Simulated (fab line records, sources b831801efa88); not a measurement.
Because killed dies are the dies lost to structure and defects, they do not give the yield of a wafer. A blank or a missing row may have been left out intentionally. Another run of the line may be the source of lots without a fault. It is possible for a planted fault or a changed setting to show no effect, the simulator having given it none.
Check for tools in common | flow sky130 | 10 lots and 30 wafers in the sample

## WHY THIS WAS OPENED
At SKY_METAL2_RS_MEAS_05 the reading METAL2_ALCU_RS is flagged on 3 of 10 lots. No-fault wafers: 0.1253 ohm/sq, standard deviation 0.0013.
Rule: flag the lot when none of its wafers has a number, or when each of its wafers that has one lies beyond 4 standard deviations from that mean. The other lots count as sound.

lot  | measured     | on            | METAL2_ALCU_RS (ohm/sq), wafer by wafer | flag
L599 | day 33 22:05 | film_metro-04 | 0.1252 0.1236 0.1248                    |
L600 | day 34 07:34 | film_metro-03 | 0.1247 0.1234 0.1243                    |
L604 | day 35 07:19 | film_metro-03 | 0.1249 0.1255 0.1251                    |
L608 | day 37 04:54 | film_metro-03 | 8.7192 8.6943 8.7870                    | FLAGGED
L609 | day 37 13:32 | film_metro-02 | 8.6385 8.7818 8.7810                    | FLAGGED
L611 | day 37 18:34 | film_metro-02 | 8.5936 8.5466 8.5804                    | FLAGGED
L619 | day 40 03:43 | film_metro-04 | 0.1252 0.1266 0.1249                    |
L620 | day 40 10:01 | film_metro-03 | 0.1264 0.1257 0.1281                    |
L621 | day 40 15:35 | film_metro-02 | 0.1262 0.1260 0.1249                    |
L622 | day 41 01:15 | film_metro-02 | 0.1230 0.1247 0.1240                    |
Flagged lots average 8.6803 ohm/sq: +8.5550 ohm/sq relative to the usual, that is +99 or more standard deviations.

## WHICH TOOL RAN EACH LOT
4 process steps preceding the reading are held in the record, out of 708 steps in the route. Cell contents, in order: the tool; ch with the chambers the sampled wafers went through; the start.
lot  | flag    | SKY_CONTACT_CMP_27            | SKY_METAL2_SPUTTER_02        | SKY_METAL2_SPUTTER_03        | SKY_METAL2_SPUTTER_04
L599 |         | cmp-01 ch 0,1,3, day 31 12:01 | pvd_sputter-04, day 33 21:58 | pvd_sputter-04, day 33 22:00 | pvd_sputter-04, day 33 22:01
L600 |         | cmp-01 ch 0,1,2, day 31 22:02 | pvd_sputter-03, day 34 07:28 | pvd_sputter-03, day 34 07:30 | pvd_sputter-03, day 34 07:31
L604 |         | cmp-02 ch 0,2,3, day 32 22:22 | pvd_sputter-04, day 35 07:11 | pvd_sputter-04, day 35 07:13 | pvd_sputter-04, day 35 07:14
L608 | FLAGGED | cmp-01 ch 0,2,3, day 34 21:16 | pvd_sputter-03, day 37 04:45 | pvd_sputter-03, day 37 04:47 | pvd_sputter-03, day 37 04:48
L609 | FLAGGED | cmp-01 ch 0,2, day 35 06:16   | pvd_sputter-01, day 37 13:27 | pvd_sputter-01, day 37 13:29 | pvd_sputter-01, day 37 13:30
L611 | FLAGGED | cmp-02 ch 1,2,3, day 35 10:57 | pvd_sputter-04, day 37 18:28 | pvd_sputter-04, day 37 18:29 | pvd_sputter-04, day 37 18:31
L619 |         | cmp-01 ch 2,3, day 37 19:52   | pvd_sputter-04, day 40 03:37 | pvd_sputter-04, day 40 03:38 | pvd_sputter-04, day 40 03:40
L620 |         | cmp-02 ch 0,2,3, day 38 05:52 | pvd_sputter-04, day 40 09:54 | pvd_sputter-04, day 40 09:55 | pvd_sputter-04, day 40 09:56
L621 |         | cmp-02 ch 1,2,3, day 38 12:10 | pvd_sputter-03, day 40 15:29 | pvd_sputter-03, day 40 15:31 | pvd_sputter-03, day 40 15:31
L622 |         | cmp-02 ch 0,1,3, day 38 15:37 | pvd_sputter-03, day 41 01:10 | pvd_sputter-03, day 41 01:11 | pvd_sputter-03, day 41 01:12
What is done by these steps:
- SKY_CONTACT_CMP_27: polishes, stops on SiO2, t overpolish 15 s, target thk 0 nm.
- SKY_METAL2_SPUTTER_02: material AlCu, target thk 250 nm, time 13.3 s.
- SKY_METAL2_SPUTTER_03: material Ti, target thk 5 nm, time 3.3 s.
- SKY_METAL2_SPUTTER_04: material TiN, target thk 70 nm, time 58.3 s.
- SKY_METAL2_RS_MEAS_05: measures by four-point-probe.

## FLAGGED AGAINST TOTAL, ONE TOOL AT A TIME (gauges that did the reading follow at the end)
step                  | tool           | lots run | flagged | share of the flagged lots | sound lots run after its first flagged lot
SKY_CONTACT_CMP_27    | cmp-01         | 5        | 2       | some                      | 1 (L619)
SKY_CONTACT_CMP_27    | cmp-02         | 5        | 1       | some                      | 3 (L620,L621,L622)
SKY_METAL2_SPUTTER_02 | pvd_sputter-01 | 1        | 1       | some                      | 0
SKY_METAL2_SPUTTER_02 | pvd_sputter-03 | 4        | 1       | some                      | 2 (L621,L622)
SKY_METAL2_SPUTTER_02 | pvd_sputter-04 | 5        | 1       | some                      | 2 (L619,L620)
SKY_METAL2_SPUTTER_03 | pvd_sputter-01 | 1        | 1       | some                      | 0
SKY_METAL2_SPUTTER_03 | pvd_sputter-03 | 4        | 1       | some                      | 2 (L621,L622)
SKY_METAL2_SPUTTER_03 | pvd_sputter-04 | 5        | 1       | some                      | 2 (L619,L620)
SKY_METAL2_SPUTTER_04 | pvd_sputter-01 | 1        | 1       | some                      | 0
SKY_METAL2_SPUTTER_04 | pvd_sputter-03 | 4        | 1       | some                      | 2 (L621,L622)
SKY_METAL2_SPUTTER_04 | pvd_sputter-04 | 5        | 1       | some                      | 2 (L619,L620)
SKY_METAL2_RS_MEAS_05 | film_metro-02  | 4        | 2       | some                      | 2 (L621,L622)
SKY_METAL2_RS_MEAS_05 | film_metro-03  | 4        | 1       | some                      | 1 (L620)
SKY_METAL2_RS_MEAS_05 | film_metro-04  | 2        | 0       | none                      | -

## WHAT THE TABLE PERMITS
No row of the table ran every flagged lot.

## WHAT THE SIMULATOR PUT IN
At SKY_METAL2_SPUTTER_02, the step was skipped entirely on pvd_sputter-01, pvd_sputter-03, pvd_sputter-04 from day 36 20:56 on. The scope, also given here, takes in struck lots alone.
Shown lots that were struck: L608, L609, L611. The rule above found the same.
